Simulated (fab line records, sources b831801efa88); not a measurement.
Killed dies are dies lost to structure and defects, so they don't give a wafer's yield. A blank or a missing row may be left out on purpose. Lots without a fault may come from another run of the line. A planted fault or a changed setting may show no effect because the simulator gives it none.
Problem report in the 8D (eight disciplines) form, filled by code | flow gf180mcu | the parts of the form that need people (team, actions taken, sign-off) are left out

1. THE PROBLEM
cd_nm at GF_HV_LDD_CD_MEAS_07 reads a mean of 421.7 nm on 9 wafers of 3 lots; wafers without a fault read 400.6 nm with a standard deviation of 2.4. That is +8.8 standard deviations from the usual mean.
The step: target cd 400 nm.
First seen on wafer L844.1, day 15 07:40, on cd_sem-01. The record holds 42 wafers of 14 lots with a number at this step. Rule for "out", or "out of limits": more than 4 standard deviations from the usual mean. The other wafers with a number count as sound.

2. WHAT IT IS AND WHAT IT IS NOT
question                    | is                     | is not
which readings at this step | cd_nm                  | -
which lots                  | L844, L845, L847       | L830, L831, L833, L835, L837, L838, L839, L842, L848, L849, L851
which wafers of those lots  | all that have a number | -
read on which gauges        | cd_sem-01              | cd_sem-02
when                        | from day 15 07:40      | up to then (24 sound wafers); but 9 sound wafers of L848, L849, L851 came after

3. SUSPECTS, AND WHAT RULES EACH OUT
Counting: a tool at a process step up to the reading stays a suspect if it ran every lot that is out and no sound lot after the first of them.
- the gauge at GF_HV_LDD_CD_MEAS_07: ruled out. All the wafers that are out were read on cd_sem-01, but those of them that GF_HV_LDD_EXPOSE_04 has rows for are out there too, on other tools.
- iline_stepper-02 at GF_HV_LDD_EXPOSE_04 (exposes mask Nplus LV AREA, target cd 400 nm): kept. It ran every lot that is out, first L844 (day 14 20:22), and no sound lot after that; its last sound lot up to then is L838 (day 13 08:02). Its own readings are out on those wafers: exposure_dose_mJ_cm2.
Left after counting: iline_stepper-02 at GF_HV_LDD_EXPOSE_04.

4. THE CAUSE (what the simulator had put in)
Process parameter drift: iline_stepper-02, from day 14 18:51 on, at GF_HV_LDD_EXPOSE_04. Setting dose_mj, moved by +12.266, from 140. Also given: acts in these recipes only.
Counting left only this tool.

5. THE CHAIN OF EFFECTS, in route order
Each row: a reading whose mean over the struck wafers that have a number lies more than 3 standard deviations from the usual. Only readings for which the record gives a usual standard deviation are gone through. hours: the time from each lot's start at the first step in this table that gives one to its start at this step, as a median over the lots. sigmas: the change in usual standard deviations.
hours | step                 | reading              | usual    | on struck wafers | change | sigmas
0     | GF_HV_LDD_EXPOSE_04  | exposure_dose_mJ_cm2 | 139.93   | 150.73           | +10.80 | +72
11    | GF_HV_LDD_CD_MEAS_07 | cd_nm                | 400.6 nm | 421.7            | +21.1  | +8.8
The process steps in it:
- GF_HV_LDD_EXPOSE_04: exposes mask Nplus LV AREA, target cd 400 nm.
Later measuring or inspecting steps at which every struck wafer that the step has a row for has a number for every such reading, and none has moved that far: GF_HV_LDD_CD_MEAS_19, GF_HV_LDD_TW_MEAS_23.

6. WHAT WOULD HAVE CAUGHT IT SOONER
In this record the first reading out of limits at a measuring or inspecting step was taken at day 15 07:40, 13 hours after the fault began at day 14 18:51.
The tool's own readings at GF_HV_LDD_EXPOSE_04 were out on every struck wafer that the step has a row for (exposure_dose_mJ_cm2): an alarm limit on them would have fired on the first of those.
Of the lots that are out (3), L847 began GF_HV_LDD_EXPOSE_04 on iline_stepper-02 after day 15 07:40. A hold on the tool at that time would have spared it.
